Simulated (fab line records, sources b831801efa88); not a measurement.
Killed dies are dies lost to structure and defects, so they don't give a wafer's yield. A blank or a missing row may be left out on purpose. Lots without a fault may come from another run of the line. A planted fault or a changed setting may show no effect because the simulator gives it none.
Tool commonality check | flow gf180mcu | 11 lots, 33 wafers sampled

WHY IT WAS OPENED
At GF_CONTACT_RS_MEAS_25 the reading CONTACT_W_RS is flagged on 2 of 11 lots. Wafers without a fault read 0.379 ohm/sq, standard deviation 0.0053.
Rule: a lot is flagged when every wafer of it that has a number lies more than 4 standard deviations from that mean, or none has a number. The other lots count as sound.

lot  | measured     | on            | CONTACT_W_RS (ohm/sq), wafer by wafer | flag
L156 | day 17 12:21 | film_metro-01 | 0.388 0.378 0.384                     |
L158 | day 18 04:50 | film_metro-04 | 0.382 0.379 0.379                     |
L159 | day 18 16:56 | film_metro-01 | 0.378 0.386 0.379                     |
L161 | day 18 22:56 | film_metro-03 | 0.383 0.387 0.382                     |
L160 | day 19 00:05 | film_metro-03 | 0.385 0.378 0.381                     |
L170 | day 22 05:54 | film_metro-04 | 0.251 0.251 0.250                     | FLAGGED
L171 | day 22 11:45 | film_metro-01 | 0.250 0.251 0.250                     | FLAGGED
L172 | day 23 00:24 | film_metro-04 | 0.382 0.374 0.388                     |
L173 | day 23 03:41 | film_metro-01 | 0.376 0.379 0.381                     |
L174 | day 23 11:02 | film_metro-04 | 0.387 0.384 0.377                     |
L176 | day 24 00:16 | film_metro-01 | 0.387 0.386 0.375                     |
The numbers of the flagged lots are 0.251 ohm/sq on average: -0.129 ohm/sq against the usual, or -24 standard deviations.

WHICH TOOL RAN EACH LOT
The record holds 2 process steps before the reading, out of a route of 602 steps. In each cell: the tool, then ch and the chambers that the sampled wafers went through, then the start.
lot  | flag    | GF_SAB_STRIP_13                      | GF_CONTACT_CVD_24
L156 |         | plasma_asher-01 ch 0,1, day 16 10:51 | cvd_w-01 ch 0,1, day 17 12:15
L158 |         | plasma_asher-02 ch 0,1, day 17 03:03 | cvd_w-01 ch 0, day 18 04:44
L159 |         | plasma_asher-01 ch 1, day 17 14:59   | cvd_w-01 ch 0,1, day 18 16:50
L161 |         | plasma_asher-03 ch 0,1, day 17 20:56 | cvd_w-01 ch 0,1, day 18 22:50
L160 |         | plasma_asher-01 ch 0,1, day 17 22:09 | cvd_w-01 ch 0,1, day 18 23:59
L170 | FLAGGED | plasma_asher-01 ch 0,1, day 21 03:36 | cvd_w-01 ch 1, day 22 05:48
L171 | FLAGGED | plasma_asher-01 ch 1, day 21 10:18   | cvd_w-01 ch 0,1, day 22 11:39
L172 |         | plasma_asher-02 ch 0,1, day 21 23:16 | cvd_w-02 ch 0,1, day 23 00:16
L173 |         | plasma_asher-02 ch 0,1, day 22 02:08 | cvd_w-02 ch 0,1, day 23 03:35
L174 |         | plasma_asher-02 ch 0,1, day 22 10:41 | cvd_w-02 ch 0,1, day 23 10:56
L176 |         | plasma_asher-02 ch 0,1, day 22 23:32 | cvd_w-02 ch 0,1, day 24 00:08
What these steps do:
- GF_SAB_STRIP_13: strips in O2/N2.
- GF_CONTACT_CVD_24: deposits W, target thk 300 nm, time 90.339 s.
- GF_CONTACT_RS_MEAS_25: measures by four-point-probe.

FLAGGED OVER TOTAL, TOOL BY TOOL (the gauges that took the reading come last)
step                  | tool            | lots run | flagged | share of the flagged lots | sound lots run after its first flagged lot
GF_SAB_STRIP_13       | plasma_asher-01 | 5        | 2       | all                       | 0
GF_SAB_STRIP_13       | plasma_asher-02 | 5        | 0       | none                      | -
GF_SAB_STRIP_13       | plasma_asher-03 | 1        | 0       | none                      | -
GF_CONTACT_CVD_24     | cvd_w-01        | 7        | 2       | all                       | 0
GF_CONTACT_CVD_24     | cvd_w-02        | 4        | 0       | none                      | -
GF_CONTACT_RS_MEAS_25 | film_metro-01   | 5        | 1       | some                      | 2 (L173,L176)
GF_CONTACT_RS_MEAS_25 | film_metro-03   | 2        | 0       | none                      | -
GF_CONTACT_RS_MEAS_25 | film_metro-04   | 4        | 1       | some                      | 2 (L172,L174)

WHAT THE TABLE ALLOWS
2 rows of the table ran every flagged lot: plasma_asher-01 at GF_SAB_STRIP_13, cvd_w-01 at GF_CONTACT_CVD_24.
- plasma_asher-01 at GF_SAB_STRIP_13: 2 of its 5 lots flagged. Its last sound lot is L160 (day 17 22:09), its first flagged lot L170 (day 21 03:36): a fault that began between those two fits.
- cvd_w-01 at GF_CONTACT_CVD_24: 2 of its 7 lots flagged. Its last sound lot is L160 (day 18 23:59), its first flagged lot L170 (day 22 05:48): a fault that began between those two fits. Its own readings lie more than 4 standard deviations out on every wafer of the flagged lots: susceptor_temp_C.
Counting lots can't tell these 2 tools apart, because each fits a fault that began at some hour. More lots, or a look at what each step does to the wafer, might.

WHAT THE SIMULATOR HAD PUT IN
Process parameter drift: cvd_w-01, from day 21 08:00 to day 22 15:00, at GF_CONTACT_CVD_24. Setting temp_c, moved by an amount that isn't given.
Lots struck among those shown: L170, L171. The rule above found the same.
